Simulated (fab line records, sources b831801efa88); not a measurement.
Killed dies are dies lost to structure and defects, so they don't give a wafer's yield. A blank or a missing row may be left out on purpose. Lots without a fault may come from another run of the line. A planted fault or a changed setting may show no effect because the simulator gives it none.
Which tool did it? | flow gf180mcu | 13 lots, 39 wafers sampled, at 5 steps of a route of 602

WHAT THE GAUGES READ, wafer by wafer
GF_HV_LDD_TW_MEAS_23. Usual: HV_LDD_2_TW 1055, standard deviation 13.
lot  | measured     | on            | HV_LDD_2_TW    | flag
L941 | day 11 00:35 | film_metro-04 | 1059 1051 1057 |
L942 | day 11 08:26 | film_metro-04 | 1049 1055 1050 |
L944 | day 12 04:02 | film_metro-03 | 1048 1043 1044 |
L946 | day 12 20:46 | film_metro-04 | 1057 1059 1057 |
L947 | day 13 07:11 | film_metro-03 | 1045 1046 1046 |
L948 | day 13 08:09 | film_metro-01 | 1072 1082 1077 |
L949 | day 13 17:23 | film_metro-03 | 1051 1054 1051 |
L957 | day 15 23:09 | film_metro-01 | 1075 1076 1079 |
L959 | day 16 19:44 | film_metro-03 | 1045 1055 1043 |
L960 | day 17 01:28 | film_metro-04 | 1059 1050 1054 |
L961 | day 17 08:47 | film_metro-01 | 1085 1080 1080 |
L962 | day 17 15:22 | film_metro-04 | 1057 1056 1060 |
L963 | day 18 04:04 | film_metro-03 | 1046 1047 1049 |

GF_PSD_CD_MEAS_07: target cd 400 nm. Usual: cd_nm 399.6 nm, standard deviation 2.3.
lot  | measured     | on        | cd_nm (nm)                          | flag
L941 | day 14 09:46 | cd_sem-02 | 394.3 395.1 395.7                   |
L942 | day 14 18:02 | cd_sem-02 | 400.4 401.8 399.4                   |
L944 | day 15 18:28 | cd_sem-01 | 399.9 400.0 397.7                   |
L946 | day 16 14:13 | cd_sem-02 | 397.9 399.6 399.1                   |
L947 | day 17 02:26 | cd_sem-02 | 402.8 405.0 404.1                   |
L948 | day 17 02:37 | cd_sem-02 | 317.1 315.7 316.7 316.5 315.9 316.7 | OFF
L949 | day 17 12:23 | cd_sem-01 | 397.2 395.0 396.8                   |
L957 | day 20 00:34 | cd_sem-01 | 402.1 402.7 402.1                   |
L959 | day 20 23:14 | cd_sem-02 | 402.4 402.0 400.1                   |
L960 | day 21 04:52 | cd_sem-02 | 398.8 398.8 400.9                   |
L961 | day 21 12:13 | cd_sem-02 | 400.4 398.1 399.4                   |
L962 | day 21 20:46 | cd_sem-01 | 396.9 396.7 398.8                   |
L963 | day 22 07:35 | cd_sem-01 | 401.5 400.5 401.0                   |

GF_SAB_OVL_MEAS_10. Usual: SAB_OVL 0.3 nm, standard deviation 1.2.
lot  | measured     | on         | SAB_OVL (nm)   | flag
L941 | day 15 07:14 | overlay-01 | -0.2 1.1 -1.2  |
L942 | day 15 15:44 | overlay-01 | -0.8 -1.0 -0.4 |
L944 | day 16 18:08 | overlay-01 | -0.3 0.1 -1.6  |
L946 | day 17 12:41 | overlay-02 | -2.5 0.1 -1.9  |
L947 | day 18 01:34 | overlay-02 | 1.7 0.2 -1.2   |
L948 | day 18 01:48 | overlay-01 | -0.5 -0.2 0.2  |
L949 | day 18 12:41 | overlay-02 | -1.5 0.3 -0.2  |
L957 | day 21 01:32 | overlay-01 | -1.9 -0.5 -1.8 |
L959 | day 21 23:51 | overlay-01 | 1.4 2.3 1.0    |
L960 | day 22 05:11 | overlay-01 | -0.1 1.4 1.3   |
L961 | day 22 12:17 | overlay-02 | 1.1 0.4 1.4    |
L962 | day 22 20:32 | overlay-01 | 2.3 -0.2 1.0   |
L963 | day 23 07:37 | overlay-02 | -1.9 0.5 -0.5  |

WHICH TOOL RAN EACH LOT (tool, then ch and the chambers of the sampled wafers, then the start)
lot  | GF_HV_LDD_ETCHBACK_58              | GF_PSD_EXPOSE_04
L941 | rie_diel-02 ch 1,3, day 12 17:12   | iline_stepper-02 ch 0, day 13 23:28
L942 | rie_diel-04 ch 0,2,3, day 13 01:30 | iline_stepper-01 ch 0, day 14 07:46
L944 | rie_diel-01 ch 0,1, day 13 23:17   | iline_stepper-01 ch 0, day 15 08:10
L946 | rie_diel-04 ch 1,3, day 14 18:03   | iline_stepper-02 ch 0, day 16 02:49
L947 | rie_diel-01 ch 1,2,3, day 15 05:02 | iline_stepper-01 ch 0, day 16 14:17
L948 | rie_diel-02 ch 2,3, day 15 05:23   | iline_stepper-02 ch 0, day 16 14:58
L949 | rie_diel-01 ch 0,1,2, day 15 15:12 | iline_stepper-01 ch 0, day 17 01:47
L957 | rie_diel-01 ch 0,1,3, day 17 23:50 | iline_stepper-02 ch 0, day 19 12:28
L959 | rie_diel-04 ch 0,1,3, day 18 22:27 | iline_stepper-02 ch 0, day 20 11:17
L960 | rie_diel-01 ch 1,2, day 19 04:08   | iline_stepper-01 ch 0, day 20 16:44
L961 | rie_diel-02 ch 0,2,3, day 19 12:00 | iline_stepper-02 ch 0, day 21 01:19
L962 | rie_diel-01 ch 1,3, day 19 20:29   | iline_stepper-01 ch 0, day 21 09:21
L963 | rie_diel-01 ch 2,3, day 20 07:15   | iline_stepper-02 ch 0, day 21 20:07
- GF_HV_LDD_ETCHBACK_58: etches Si3N4 in CH3F/O2, stops on SiO2, time 100 s, target depth 90 nm.
- GF_PSD_EXPOSE_04: exposes mask Pplus, target cd 400 nm.

WHAT THE TOOLS THEMSELVES READ (means of the sampled wafers that have a number; where no wafer has one, the mark that the record gives instead)
GF_HV_LDD_ETCHBACK_58. Usual: O2_flow_sccm 30.01 sccm, standard deviation 0.086; bias_w 80.01 W, standard deviation 0.24; ch3f_flow_sccm 40.01 sccm, standard deviation 0.11; chamber_pressure_mTorr 25.000 mTorr, standard deviation 0.023; drypump_motor_current_A 5.6 A, standard deviation 0.52; oes_product_au 0.842 a.u., standard deviation 0.0069; throttle_valve_pct 10.561 %, standard deviation 0.01.
lot  | tool        | O2_flow_sccm (sccm) | bias_w (W) | ch3f_flow_sccm (sccm) | chamber_pressure_mTorr (mTorr) | drypump_motor_current_A (A) | oes_product_au (a.u.) | throttle_valve_pct (%) | flag
L941 | rie_diel-02 | 30.01               | 80.03      | 39.90                 | 24.999                         | 5.6                         | 0.840                 | 10.559                 |
L942 | rie_diel-04 | 30.03               | 80.03      | 40.03                 | 24.997                         | 5.8                         | 0.842                 | 10.560                 |
L944 | rie_diel-01 | 29.93               | 80.07      | 40.11                 | 24.991                         | 5.4                         | 0.840                 | 10.559                 |
L946 | rie_diel-04 | 30.05               | 79.71      | 39.92                 | 24.995                         | 6.3                         | 0.838                 | 10.561                 |
L947 | rie_diel-01 | 30.04               | 80.17      | 40.17                 | 24.992                         | 5.4                         | 0.846                 | 10.559                 |
L948 | rie_diel-02 | 30.01               | 79.94      | 40.11                 | 24.976                         | 5.6                         | 0.840                 | 10.572                 |
L949 | rie_diel-01 | 30.01               | 79.68      | 39.90                 | 25.028                         | 5.2                         | 0.855                 | 10.558                 |
L957 | rie_diel-01 | 30.02               | 80.02      | 39.95                 | 25.008                         | 5.8                         | 0.841                 | 10.552                 |
L959 | rie_diel-04 | 29.98               | 79.99      | 39.97                 | 24.999                         | 5.9                         | 0.832                 | 10.561                 |
L960 | rie_diel-01 | 30.01               | 79.90      | 40.11                 | 25.005                         | 4.8                         | 0.842                 | 10.564                 |
L961 | rie_diel-02 | 30.01               | 80.11      | 39.96                 | 25.008                         | 5.4                         | 0.837                 | 10.563                 |
L962 | rie_diel-01 | 30.07               | 79.83      | 39.96                 | 24.997                         | 5.9                         | 0.835                 | 10.561                 |
L963 | rie_diel-01 | 30.07               | 80.25      | 39.93                 | 25.008                         | 5.2                         | 0.836                 | 10.552                 |

THE ANSWER, worked out from the rows above alone
Rule: a lot is off if the mean of its wafers that have a number lies more than 3 standard deviations from the usual mean. A lot without any number at a reading at which 4 lots or more have one is off too. The other lots that the step has rows for count as sound. The gauges are gone through in route order, then the tools' own readings, and for those a lot's mean is taken as printed above. The first step at which some lot is off is used, and at that step the reading that is off furthest; a lot without a number counts as furthest.
Off: L948, at GF_PSD_CD_MEAS_07 (cd_nm).
A tool fits if, at a process step before that reading, it ran every lot that is off, and no sound lot after the first of them. The gauges at GF_PSD_CD_MEAS_07 are tried like those tools. None of those tried fits.

WHAT THE SIMULATOR HAD PUT IN
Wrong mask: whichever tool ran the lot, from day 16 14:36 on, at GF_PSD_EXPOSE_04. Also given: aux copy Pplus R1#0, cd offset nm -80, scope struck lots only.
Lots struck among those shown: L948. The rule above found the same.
